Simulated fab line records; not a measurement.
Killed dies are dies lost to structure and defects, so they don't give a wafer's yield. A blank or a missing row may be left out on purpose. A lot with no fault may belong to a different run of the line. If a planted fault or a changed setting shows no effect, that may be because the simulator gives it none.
fab line records -- flow sky130
record lots=7, wafers=21, last-day=50
route steps=708 shown VIA2@525 METAL3@532 CAPM@537 PAD_OPEN@708
lots that met no fault: taken from a fault-free run of the same line
start-h: hours from the record's opening day to when the first of the lot's shown wafers began -- wait-h: how many hours have passed since the lot's step before this one -- " as in the row above -- L1.1+2: a single row standing in for several wafers -- - either no value or no given start -- * or withheld: withheld -- < > ~ a bound
route shown NAME@n: NAME is a module with steps in the file, n the number in the route of the first one -- usual: average and standard deviation across the fault-free wafers -- same: alike in all rows -- chamber/n: place in a boat -- sites: the reading at each site -- _std_site: standard deviation across them -- _edge_site: outer sites' mean less inner sites' -- radius-mm: for every site, how far away it sits from the centre of the wafer -- mask NAME#n: copy n -- behind: the tool/chamber that last shaped the wafer -- hold: why the lot went on hold/how many hours it stayed there/how the hold came to an end -- device: the transistor (n, p or np) that didn't switch -- end of line: the tests these same wafers got at the end of their route -- where a step has no rows: the recipe by itself -- killed: the dies lost at the first sort to structure and to defects; this is not the yield of the wafer -- map: per-die view of a wafer (x killed, . not killed, _ where there is no die)
set.NAME: the setting the step ran with; set.NAME@STEP: the setting that earlier step ran with -- model.NAME: the simulator's own value behind a step, which no gauge read
lots at some steps of the route; a table a step, a row a wafer
services: the hour from which a tool's chamber was out of use, counted from the record's first day as start-h (under 0 if before that day), plus the number of hours and why
## steps
# step SKY_VIA2_CLEAN_18
# recipe chemistry=IPA, time-s=180, temp-c=25
# step SKY_VIA2_CLEAN_19
# recipe chemistry=O3/DIW, dry=n2-spin
# step SKY_VIA2_SPUTTER_20
# recipe material=TiN, target-thk-nm=20, chamber-pressure-pa=5, power-w=4000, time-s=80
# usual throttle-valve-pct=30.1/0.9
lot.wafer,tool,chamber,start-h,wait-h,throttle-valve-pct
L750.3,pvd-sputter-03,-,870.15,0.0,31.1
L750.4,pvd-sputter-03,-,870.15,0.0,29.3
L750.5,pvd-sputter-03,-,870.15,0.0,28.4
L751.2,pvd-sputter-01,-,872.17,0.0,29.1
L751.4,pvd-sputter-01,-,872.17,0.0,30.0
L751.5,pvd-sputter-01,-,872.17,0.0,29.8
L752.2,pvd-sputter-04,-,877.97,0.0,30.7
L752.3,pvd-sputter-04,-,877.97,0.0,30.9
L752.6,pvd-sputter-04,-,877.97,0.0,31.2
L753.2,pvd-sputter-04,-,915.69,0.0,30.2
L753.3,pvd-sputter-04,-,915.69,0.0,31.1
L753.5,pvd-sputter-04,-,915.69,0.0,31.1
L768.1,pvd-sputter-01,-,999.27,0.0,29.0
L768.4,pvd-sputter-01,-,999.27,0.0,29.9
L768.6,pvd-sputter-01,-,999.27,0.0,29.5
L767.1,pvd-sputter-03,-,1002.12,0.0,30.9
L767.2,pvd-sputter-03,-,1002.12,0.0,29.7
L767.5,pvd-sputter-03,-,1002.12,0.0,29.6
L771.2,pvd-sputter-04,-,1014.64,0.0,31.4
L771.3,pvd-sputter-04,-,1014.64,0.0,30.7
L771.6,pvd-sputter-04,-,1014.64,0.0,31.5
# step SKY_VIA2_CVD_21
# recipe material=W, target-thk-nm=420, time-s=126.4, temp-c=400, pressure-torr=40
# usual heater-power-w=807/77
lot.wafer,tool,chamber,start-h,wait-h,heater-power-w
L750.3,cvd-w-02,0,870.26,0.1,756
L750.4,cvd-w-02,1,870.26,0.1,759
L750.5,cvd-w-02,0,870.26,0.1,773
L751.2,cvd-w-02,1,872.23,0.0,757
L751.4,cvd-w-02,1,872.23,0.0,755
L751.5,cvd-w-02,1,872.23,0.0,776
L752.2,cvd-w-01,0,878.03,0.0,793
L752.3,cvd-w-01,1,878.03,0.0,963
L752.6,cvd-w-01,1,878.03,0.0,981
L753.2,cvd-w-02,0,915.75,0.0,761
L753.3,cvd-w-02,0,915.75,0.0,765
L753.5,cvd-w-02,0,915.75,0.0,749
L768.1,cvd-w-01,1,999.33,0.0,955
L768.4,cvd-w-01,0,999.33,0.0,744
L768.6,cvd-w-01,1,999.33,0.0,947
L767.1,cvd-w-01,1,1002.18,0.0,969
L767.2,cvd-w-01,0,1002.18,0.0,768
L767.5,cvd-w-01,1,1002.18,0.0,912
L771.2,cvd-w-01,0,1014.70,0.0,756
L771.3,cvd-w-01,0,1014.70,0.0,748
L771.6,cvd-w-01,1,1014.70,0.0,924
# step SKY_VIA2_RS_MEAS_22
# recipe thk-meas-gauge=four-point-probe, reads=W_of_VIA2_CVD_21+TiN_of_VIA2_SPUTTER_20
# usual VIA2_W_RS=0.271/0.0031
lot.wafer,tool,chamber,start-h,wait-h,VIA2_W_RS[ohm/sq]
L750.3,film-metro-04,-,870.39,0.1,0.276
L750.4,film-metro-04,-,870.39,0.1,0.269
L750.5,film-metro-04,-,870.39,0.1,0.271
L751.2,film-metro-01,-,872.38,0.1,0.262
L751.4,film-metro-01,-,872.38,0.1,0.263
L751.5,film-metro-01,-,872.38,0.1,0.265
L752.2,film-metro-04,-,878.18,0.1,0.268
L752.3,film-metro-04,-,878.18,0.1,0.272
L752.6,film-metro-04,-,878.18,0.1,0.268
L753.2,film-metro-04,-,915.90,0.1,0.271
L753.3,film-metro-04,-,915.90,0.1,0.275
L753.5,film-metro-04,-,915.90,0.1,0.274
L768.1,film-metro-03,-,999.46,0.1,0.273
L768.4,film-metro-03,-,999.46,0.1,0.274
L768.6,film-metro-03,-,999.46,0.1,0.274
L767.1,film-metro-04,-,1002.31,0.1,0.276
L767.2,film-metro-04,-,1002.31,0.1,0.272
L767.5,film-metro-04,-,1002.31,0.1,0.275
L771.2,film-metro-03,-,1014.85,0.1,0.267
L771.3,film-metro-03,-,1014.85,0.1,0.272
L771.6,film-metro-03,-,1014.85,0.1,0.269
# step SKY_VIA2_THK_MEAS_23
# recipe thk-meas-gauge=xrf, reads=W_of_VIA2_CVD_21
# usual VIA2_W_THK=431/8.3
lot.wafer,tool,chamber,start-h,wait-h,VIA2_W_THK[nm]
L750.3,film-metro-04,-,870.49,0.1,427
L750.4,film-metro-04,-,870.49,0.1,439
L750.5,film-metro-04,-,870.49,0.1,437
L751.2,film-metro-01,-,872.49,0.1,435
L751.4,film-metro-01,-,872.49,0.1,433
L751.5,film-metro-01,-,872.49,0.1,429
L752.2,film-metro-04,-,878.29,0.1,441
L752.3,film-metro-04,-,878.29,0.1,434
L752.6,film-metro-04,-,878.29,0.1,441
L753.2,film-metro-04,-,916.01,0.1,437
L753.3,film-metro-04,-,916.01,0.1,431
L753.5,film-metro-04,-,916.01,0.1,435
L768.1,film-metro-03,-,999.58,0.1,421
L768.4,film-metro-03,-,999.58,0.1,424
L768.6,film-metro-03,-,999.58,0.1,420
L767.1,film-metro-04,-,1002.43,0.1,427
L767.2,film-metro-04,-,1002.43,0.1,435
L767.5,film-metro-04,-,1002.43,0.1,432
L771.2,film-metro-03,-,1014.96,0.1,432
L771.3,film-metro-03,-,1014.96,0.1,425
L771.6,film-metro-03,-,1014.96,0.1,425
# step SKY_VIA2_CMP_24
# recipe stop-on=SiO2, t-overpolish-s=20, down-force-psi=3.5, platen-rpm=60, target-thk-nm=0, pad-velocity-m-s=0.94248
# usual motor-current-A=11.4/1.1, overpolish-run-s=19.999/0.0094, platen-rpm=60.00/0.039, slurry-flow-ml-min=150.0/0.44, time-to-endpoint-s=102.3/3
lot.wafer,tool,chamber,start-h,wait-h,motor-current-A,overpolish-run-s,platen-rpm,slurry-flow-ml-min,time-to-endpoint-s
L750.3,cmp-02,2,870.53,0.0,12.4,19.991,60.00,149.6,97.5
L750.4,cmp-02,3,870.53,0.0,11.7,20.006,60.01,150.2,101.8
L750.5,cmp-02,2,870.53,0.0,13.3,19.988,60.06,150.1,103.7
L751.4,cmp-01,3,872.64,0.1,11.6,19.985,59.98,149.6,103.6
L751.2,cmp-01,0,872.64,0.1,11.1,19.996,59.97,149.6,105.4
L751.5,cmp-01,1,872.64,0.1,11.3,20.014,60.00,150.1,99.9
L752.3,cmp-02,0,878.39,0.1,12.1,19.991,59.96,150.3,107.0
L752.2,cmp-02,1,878.39,0.1,9.2,19.986,59.99,150.5,104.4
L752.6,cmp-02,0,878.39,0.1,12.1,20.008,60.01,149.7,104.1
L753.2,cmp-02,1,916.06,0.0,9.0,20.002,60.00,150.4,107.4
L753.3,cmp-02,3,916.06,0.0,11.1,20.016,59.94,150.3,106.3
L753.5,cmp-02,2,916.06,0.0,12.0,19.989,59.99,150.0,103.3
L768.1,cmp-01,3,999.69,0.1,11.2,19.999,59.97,150.1,97.4
L768.4,cmp-01,0,999.69,0.1,11.5,19.993,60.03,150.2,98.1
L768.6,cmp-01,3,999.69,0.1,11.2,19.994,59.97,150.3,98.7
L767.1,cmp-02,3,1002.49,0.1,11.8,20.005,59.97,149.7,100.0
L767.2,cmp-02,0,1002.49,0.1,11.1,20.001,59.98,149.9,105.1
L767.5,cmp-02,0,1002.49,0.1,12.5,20.000,60.06,150.2,102.2
L771.3,cmp-02,0,1015.11,0.1,12.2,20.003,60.00,149.9,106.9
L771.2,cmp-02,1,1015.11,0.1,9.0,19.986,60.06,149.9,104.9
L771.6,cmp-02,3,1015.11,0.1,11.7,19.997,60.02,150.2,101.2
# step SKY_METAL3_SPUTTER_00
# recipe material=Ti, target-thk-nm=15, power-w=3000, time-s=10, chamber-pressure-pa=0.4
# step SKY_METAL3_SPUTTER_01
# recipe material=TiN, target-thk-nm=20, power-w=6500, time-s=16.7, chamber-pressure-pa=0.4
# step SKY_METAL3_SPUTTER_02
# recipe material=AlCu, target-thk-nm=735, power-w=10600, time-s=39.1, chamber-pressure-pa=0.4
# step SKY_METAL3_SPUTTER_03
# recipe material=Ti, target-thk-nm=5, power-w=3000, time-s=3.3, chamber-pressure-pa=0.4
# usual throttle-valve-pct=29.8/0.84
lot.wafer,tool,chamber,start-h,wait-h,throttle-valve-pct
L750.3,pvd-sputter-02,-,870.91,0.0,29.1
L750.4,pvd-sputter-02,-,870.91,0.0,30.1
L750.5,pvd-sputter-02,-,870.91,0.0,30.9
L751.2,pvd-sputter-03,-,872.93,0.0,29.6
L751.4,pvd-sputter-03,-,872.93,0.0,30.9
L751.5,pvd-sputter-03,-,872.93,0.0,29.1
L752.2,pvd-sputter-03,-,878.73,0.0,29.8
L752.3,pvd-sputter-03,-,878.73,0.0,29.0
L752.6,pvd-sputter-03,-,878.73,0.0,28.4
L753.2,pvd-sputter-03,-,916.45,0.0,28.3
L753.3,pvd-sputter-03,-,916.45,0.0,29.5
L753.5,pvd-sputter-03,-,916.45,0.0,29.0
L768.1,pvd-sputter-02,-,1000.03,0.0,31.0
L768.4,pvd-sputter-02,-,1000.03,0.0,29.0
L768.6,pvd-sputter-02,-,1000.03,0.0,30.3
L767.1,pvd-sputter-02,-,1002.88,0.0,30.8
L767.2,pvd-sputter-02,-,1002.88,0.0,29.8
L767.5,pvd-sputter-02,-,1002.88,0.0,30.7
L771.2,pvd-sputter-01,-,1015.40,0.0,29.0
L771.3,pvd-sputter-01,-,1015.40,0.0,30.3
L771.6,pvd-sputter-01,-,1015.40,0.0,29.4
# step SKY_METAL3_SPUTTER_04
# recipe material=TiN, target-thk-nm=70, power-w=6500, time-s=58.3, chamber-pressure-pa=0.4
# step SKY_CAPM_CVD_00
# recipe material=SiO2, target-thk-nm=15.5, temp-c=400, time-s=withheld, rf-w=450
# usual heater-power-w=707/110
lot.wafer,tool,chamber,start-h,wait-h,heater-power-w
L750.3,pecvd-02,2,870.98,0.0,769
L750.4,pecvd-02,0,870.98,0.0,775
L750.5,pecvd-02,2,870.98,0.0,789
L751.2,pecvd-03,0,873.00,0.0,717
L751.4,pecvd-03,1,873.00,0.0,471
L751.5,pecvd-03,0,873.00,0.0,713
L751.2,pecvd-03,0,873,-,715
L751.4,pecvd-03,1,873,-,464
L751.5,pecvd-03,0,873,-,705
L752.2,pecvd-03,2,878.80,0.0,535
L752.3,pecvd-03,1,878.80,0.0,503
L752.6,pecvd-03,1,878.80,0.0,510
L752.2,pecvd-03,2,878,-,542
L752.3,pecvd-03,1,878,-,485
L752.6,pecvd-03,1,878,-,500
L753.2,pecvd-03,1,916.52,0.0,537
L753.3,pecvd-03,2,916.52,0.0,594
L753.5,pecvd-03,0,916.52,0.0,784
L753.2,pecvd-03,1,916,-,532
L753.3,pecvd-03,2,916,-,595
L753.5,pecvd-03,0,916,-,774
L768.1,pecvd-01,2,1000.10,0.0,661
L768.4,pecvd-01,1,1000.10,0.0,754
L768.6,pecvd-01,0,1000.10,0.0,840
L767.1,pecvd-03,1,1002.94,0.0,558
L767.2,pecvd-03,2,1002.94,0.0,567
L767.5,pecvd-03,2,1002.94,0.0,587
L771.2,pecvd-02,2,1015.47,0.0,842
L771.3,pecvd-02,0,1015.47,0.0,822
L771.6,pecvd-02,0,1015.47,0.0,818
# step SKY_CAPM_THK_MEAS_01
# recipe reads=SiO2_of_CAPM_CVD_00
# usual CAPM_CVD_00_THK=15.47/0.19
lot.wafer,tool,chamber,start-h,wait-h,CAPM_CVD_00_THK[nm]
L750.3,film-metro-01,-,871.02,-,15.14
L750.4,film-metro-01,-,871.02,-,15.32
L750.5,film-metro-01,-,871.02,-,15.47
L751.2,film-metro-04,-,873.22,-,30.80
L751.4,film-metro-04,-,873.22,-,31.48
L751.5,film-metro-04,-,873.22,-,31.67
L752.2,film-metro-01,-,879.02,-,31.11
L752.3,film-metro-01,-,879.02,-,31.13
L752.6,film-metro-01,-,879.02,-,31.33
L753.2,film-metro-04,-,916.74,-,30.08
L753.3,film-metro-04,-,916.74,-,30.55
L753.5,film-metro-04,-,916.74,-,31.20
L768.1,film-metro-02,-,1000.12,-,15.44
L768.4,film-metro-02,-,1000.12,-,15.54
L768.6,film-metro-02,-,1000.12,-,15.78
L767.1,film-metro-02,-,1002.96,-,15.41
L767.2,film-metro-02,-,1002.96,-,15.29
L767.5,film-metro-02,-,1002.96,-,15.56
L771.2,film-metro-04,-,1015.50,-,15.31
L771.3,film-metro-04,-,1015.50,-,15.26
L771.6,film-metro-04,-,1015.50,-,15.58
# step SKY_CAPM_SPUTTER_02
# recipe material=TiN, target-thk-nm=200, temp-c=300, power-w=6500, time-s=166.7, chamber-pressure-pa=0.4068
# usual throttle-valve-pct=30.3/0.88
lot.wafer,tool,chamber,start-h,wait-h,throttle-valve-pct
L750.3,pvd-sputter-03,-,871.06,0.0,29.6
L750.4,pvd-sputter-03,-,871.06,0.0,29.2
L750.5,pvd-sputter-03,-,871.06,0.0,28.9
L751.2,pvd-sputter-04,-,873.27,0.0,30.7
L751.4,pvd-sputter-04,-,873.27,0.0,30.2
L751.5,pvd-sputter-04,-,873.27,0.0,31.4
L752.2,pvd-sputter-02,-,879.07,0.0,28.7
L752.3,pvd-sputter-02,-,879.07,0.0,31.0
L752.6,pvd-sputter-02,-,879.07,0.0,28.9
L753.2,pvd-sputter-04,-,916.79,0.0,30.3
L753.3,pvd-sputter-04,-,916.79,0.0,30.9
L753.5,pvd-sputter-04,-,916.79,0.0,30.4
L768.1,pvd-sputter-03,-,1000.18,0.1,29.0
L768.4,pvd-sputter-03,-,1000.18,0.1,28.5
L768.6,pvd-sputter-03,-,1000.18,0.1,29.7
L767.1,pvd-sputter-03,-,1003.02,0.1,28.9
L767.2,pvd-sputter-03,-,1003.02,0.1,29.1
L767.5,pvd-sputter-03,-,1003.02,0.1,28.7
L771.2,pvd-sputter-03,-,1015.55,0.0,29.8
L771.3,pvd-sputter-03,-,1015.55,0.0,31.0
L771.6,pvd-sputter-03,-,1015.55,0.0,31.0
# step SKY_PAD_OPEN_PROBE_99
# usual defect-limited-yield=82.1/1.8, killed_at_M0_to_M3=44/6.2, killed_at_M4_up=3.3/1.8, killed-at-contacts=25/5.8, killed-at-front-end=15/4, killed-at-other=0.3/0.49, killed-dies=88/8.8, killed-open=48/6.5, killed-short=39/6.3
# same gross-dies=492, killed-at-back-side=0
lot.wafer,tool,chamber,start-h,wait-h,defect-limited-yield[%],killed_at_M0_to_M3,killed_at_M4_up,killed-at-contacts,killed-at-front-end,killed-at-other,killed-dies,killed-open,killed-short,model.etest.tester.sort-n-pass,model.etest.tester.sort-yield-pct,model.etest.tester.sort_bin_3_pct,model.etest.licon-ndiff.short,model.etest.res-deep-nwell.short,model.etest.cap-poly-to-well.short,model.etest.field-n.short,model.etest.licon-pdiff.short
L750.3,prober-02,-,1092.81,0.2,79.1,52,4,28,18,1,103,62,41,389,79.06,1.423,0,0,0,0,0
L750.4,prober-02,-,1092.86,0.2,83.5,35,1,28,17,0,81,50,31,411,83.54,0.4065,0,0,0,0,0
L750.5,prober-02,-,1092.91,0.2,79.7,48,7,27,17,1,100,60,40,392,79.67,0.6098,0,0,0,0,0
L751.2,prober-01,-,1096.95,0.1,82.1,50,3,19,16,0,88,41,47,0,0,83.54,1,1,1,1,1
L751.4,prober-01,-,1097.05,0.2,87.4,28,4,18,10,2,62,40,22,0,0,87.8,1,1,1,1,1
L751.5,prober-01,-,1097.10,0.2,82.7,45,5,24,11,0,85,46,39,0,0,82.93,1,1,1,1,1
L752.2,prober-02,-,1101.48,0.1,80.1,50,6,24,18,0,98,50,48,0,0,81.3,1,1,1,1,1
L752.3,prober-02,-,1101.53,0.2,77.4,52,2,35,21,1,111,60,51,0,0,79.27,1,1,1,1,1
L752.6,prober-02,-,1101.68,0.2,85.0,38,5,14,15,2,74,43,31,0,0,85.98,1,1,1,1,1
L753.2,prober-01,-,1128.31,0.1,85.4,37,1,22,12,0,72,40,32,0,0,85.98,1,1,1,1,1
L753.3,prober-01,-,1128.36,0.2,82.5,45,6,21,14,0,86,48,38,0,0,83.33,1,1,1,1,1
L753.5,prober-01,-,1128.46,0.2,82.3,39,0,24,24,0,87,43,44,0,0,83.13,1,1,1,1,1
L768.1,prober-02,-,1193.76,0.1,82.1,47,1,25,15,0,88,48,40,404,82.11,0.813,0,0,0,0,0
L768.4,prober-02,-,1193.91,0.2,78.3,57,1,33,16,0,107,53,54,385,78.25,0.813,0,0,0,0,0
L768.6,prober-02,-,1194.01,0.2,82.7,46,2,16,20,1,85,48,37,407,82.72,0.6098,0,0,0,0,0
L767.1,prober-01,-,1195.18,0.1,81.3,40,3,33,16,0,92,51,41,400,81.3,0.4065,0,0,0,0,0
L767.2,prober-01,-,1195.23,0.1,85.2,50,2,11,10,0,73,35,38,419,85.16,1.423,0,0,0,0,0
L767.5,prober-01,-,1195.38,0.2,84.3,38,2,26,11,0,77,42,35,415,84.35,1.22,0,0,0,0,0
L771.2,prober-02,-,1204.32,0.1,79.3,51,7,27,17,0,102,58,42,390,79.27,1.22,0,0,0,0,0
L771.3,prober-02,-,1204.37,0.2,79.3,46,2,38,16,0,102,54,47,390,79.27,1.829,0,0,0,0,0
L771.6,prober-02,-,1204.52,0.2,82.9,39,2,31,12,0,84,48,34,408,82.93,1.423,0,0,0,0,0
# killed by level:class
L750.3 VIA1:geometric-particle:open=13 LI_CONTACT:geometric-particle:open=10 CONTACT:geometric-particle:open=10 METAL1:geometric-particle:short=9 VIA3:geometric-particle:open=8 POLY_GATE:geometric-particle:open=6 VIA2:geometric-particle:open=6 POLY_GATE:geometric-particle:short=4
L750.4 CONTACT:geometric-particle:open=17 LI_CONTACT:geometric-particle:open=7 METAL2:geometric-particle:short=6 VIA2:geometric-particle:open=6 FIELD_ISO:geometric-particle:short=5 FIELD_ISO:geometric-particle:open=5 VIA3:geometric-particle:open=5 POLY_GATE:geometric-particle:short=4
L750.5 CONTACT:geometric-particle:open=17 VIA1:geometric-particle:open=10 VIA2:geometric-particle:open=9 VIA3:geometric-particle:open=7 METAL1:geometric-particle:short=6 FIELD_ISO:geometric-particle:short=4 POLY_GATE:geometric-particle:short=4 METAL4:geometric-particle:short=4
L751.2 VIA2:geometric-particle:open=10 METAL2:geometric-particle:short=9 CONTACT:geometric-particle:open=7 VIA1:geometric-particle:short=7 FIELD_ISO:geometric-particle:short=6 LI_CONTACT:geometric-particle:open=6 METAL1:geometric-particle:short=6 POLY_GATE:geometric-particle:short=4
L751.4 CONTACT:geometric-particle:open=7 VIA1:geometric-particle:open=7 VIA3:geometric-particle:open=6 LI_CONTACT:geometric-particle:open=6 VIA2:geometric-particle:open=4 METAL4:geometric-particle:short=3 SONOS_ONO:geometric-particle:open=2 POLY_GATE:geometric-particle:short=2
L751.5 VIA2:geometric-particle:open=14 LI_CONTACT:geometric-particle:open=7 CONTACT:geometric-particle:short=7 METAL2:geometric-particle:short=7 VIA1:geometric-particle:open=5 CONTACT:geometric-particle:open=4 METAL4:geometric-particle:short=4 POLY_GATE:geometric-particle:open=3
L752.2 CONTACT:geometric-particle:open=9 METAL1:geometric-particle:short=9 VIA1:geometric-particle:open=8 VIA2:geometric-particle:open=7 CONTACT:geometric-particle:short=6 VIA3:geometric-particle:open=6 LI_CONTACT:geometric-particle:open=5 METAL4:geometric-particle:short=5
L752.3 CONTACT:geometric-particle:open=14 VIA1:geometric-particle:short=10 LI_CONTACT:geometric-particle:open=9 VIA1:geometric-particle:open=8 METAL2:geometric-particle:short=8 POLY_GATE:geometric-particle:open=7 METAL1:geometric-particle:short=7 VIA3:geometric-particle:open=7
L752.6 VIA2:geometric-particle:open=7 VIA1:geometric-particle:open=6 LOCAL_INTERCONNECT:geometric-particle:short=5 CONTACT:geometric-particle:open=5 METAL2:geometric-particle:open=5 FIELD_ISO:geometric-particle:open=4 METAL1:geometric-particle:short=4 POLY_GATE:geometric-particle:open=3
L753.2 CONTACT:geometric-particle:open=8 POLY_GATE:geometric-particle:open=6 METAL2:geometric-particle:short=6 LI_CONTACT:geometric-particle:open=5 VIA1:geometric-particle:short=5 VIA2:geometric-particle:open=5 METAL1:geometric-particle:short=4 VIA3:geometric-particle:open=4
L753.3 VIA1:geometric-particle:open=13 CONTACT:geometric-particle:short=8 VIA3:geometric-particle:open=8 VIA1:geometric-particle:short=7 CONTACT:geometric-particle:open=6 LI_CONTACT:geometric-particle:open=5 POLY_GATE:geometric-particle:open=4 VIA3:geometric-particle:short=4
L753.5 POLY_GATE:geometric-particle:short=9 CONTACT:geometric-particle:open=9 VIA1:geometric-particle:open=9 POLY_GATE:geometric-particle:open=7 LOCAL_INTERCONNECT:geometric-particle:short=5 CONTACT:geometric-particle:short=5 VIA3:geometric-particle:short=5 METAL1:geometric-particle:short=5
L768.1 CONTACT:geometric-particle:open=9 METAL1:geometric-particle:short=9 VIA1:geometric-particle:open=7 LI_CONTACT:geometric-particle:open=7 VIA3:geometric-particle:open=7 FIELD_ISO:geometric-particle:open=6 FIELD_ISO:geometric-particle:short=5 METAL2:geometric-particle:short=5
L768.4 LOCAL_INTERCONNECT:geometric-particle:short=13 VIA2:geometric-particle:open=12 VIA1:geometric-particle:open=10 CONTACT:geometric-particle:open=9 VIA3:geometric-particle:open=8 LI_CONTACT:geometric-particle:open=7 VIA1:geometric-particle:short=6 POLY_GATE:geometric-particle:short=5
L768.6 METAL2:geometric-particle:short=10 CONTACT:geometric-particle:open=8 VIA1:geometric-particle:open=8 VIA2:geometric-particle:open=6 FIELD_ISO:geometric-particle:open=5 METAL1:geometric-particle:short=5 VIA1:geometric-particle:short=5 POLY_GATE:geometric-particle:open=4
L767.1 LI_CONTACT:geometric-particle:open=11 CONTACT:geometric-particle:open=11 VIA1:geometric-particle:open=8 METAL1:geometric-particle:short=7 LOCAL_INTERCONNECT:geometric-particle:short=5 METAL2:geometric-particle:short=5 VIA3:geometric-particle:short=5 FIELD_ISO:geometric-particle:open=4
L767.2 VIA2:geometric-particle:open=9 VIA1:geometric-particle:open=8 METAL1:geometric-particle:short=7 VIA3:geometric-particle:open=7 METAL2:geometric-particle:short=7 CONTACT:geometric-particle:open=5 LOCAL_INTERCONNECT:geometric-particle:short=4 VIA2:geometric-particle:short=4
L767.5 LI_CONTACT:geometric-particle:open=8 CONTACT:geometric-particle:open=7 METAL2:geometric-particle:short=6 VIA3:geometric-particle:open=6 METAL1:geometric-particle:short=6 VIA1:geometric-particle:short=6 VIA1:geometric-particle:open=6 LOCAL_INTERCONNECT:geometric-particle:short=4
L771.2 VIA1:geometric-particle:open=12 VIA2:geometric-particle:open=12 CONTACT:geometric-particle:open=11 METAL1:geometric-particle:short=7 METAL4:geometric-particle:short=6 POLY_GATE:geometric-particle:open=6 VIA3:geometric-particle:open=6 LI_CONTACT:geometric-particle:open=5
L771.3 CONTACT:geometric-particle:open=17 VIA1:geometric-particle:open=10 VIA1:geometric-particle:short=8 METAL2:geometric-particle:short=7 POLY_GATE:geometric-particle:open=6 CONTACT:geometric-particle:short=6 LI_CONTACT:geometric-particle:short=6 LI_CONTACT:geometric-particle:open=6
L771.6 VIA1:geometric-particle:open=11 CONTACT:geometric-particle:open=10 LI_CONTACT:geometric-particle:open=9 VIA1:geometric-particle:short=9 VIA2:geometric-particle:open=6 CONTACT:geometric-particle:short=6 POLY_GATE:geometric-particle:short=4 VIA3:geometric-particle:open=4
## services
tool,chamber,start-h,hours,kind
cmp-01,-,864.84,4.7,pm
pecvd-01,-,873.54,0.4,repair
pvd-sputter-04,-,881.60,1.9,repair
pecvd-03,0,890.32,14.7,repair
pvd-sputter-01,-,897.33,13.1,repair
cvd-w-01,-,904.00,14.0,pm
pvd-sputter-01,-,910.19,7.6,repair
cmp-02,-,912.00,4.0,pm
cmp-02,-,914.44,0.7,repair
cmp-02,-,917.88,1.2,repair
pvd-sputter-03,-,923.17,8.9,repair
cmp-01,-,935.19,0.8,repair
pvd-sputter-02,-,940.01,12.7,repair
pvd-sputter-04,-,942.93,7.2,repair
pecvd-01,2,948.45,9.8,repair
pecvd-02,2,951.64,25.8,repair
cmp-02,-,954.66,7.7,pm
pecvd-01,-,955.76,14.6,pm
cvd-w-02,-,960.80,11.5,repair
pecvd-02,-,965.75,5.5,pm
pvd-sputter-04,-,999.38,3.8,repair
cmp-01,-,1008.04,2.3,repair
pecvd-03,-,1013.75,1.8,repair
cmp-01,-,1014.07,1.4,repair
## key
first-sign step=SKY_CAPM_CVD_00, reading=visit, direction=added
effect step=SKY_CAPM_THK_MEAS_01, reading=CAPM_CVD_00_THK, direction=up, sigmas=80, usual=15.47, struck=31.04
model-effect step=SKY_PAD_OPEN_PROBE_99, value=etest.tester.sort-n-pass, without=407.2, struck=0
met-at SKY_CAPM_CVD_00
struck-wafers L751.2,L751.4,L751.5,L752.2,L752.3,L752.6,L753.2,L753.3,L753.5
fault kind=repeated-step-whole, tool=pecvd-01,pecvd-02,pecvd-03, chamber=-, onset-h=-, steps=SKY_CAPM_CVD_00, times=1, scope=struck-lots-only
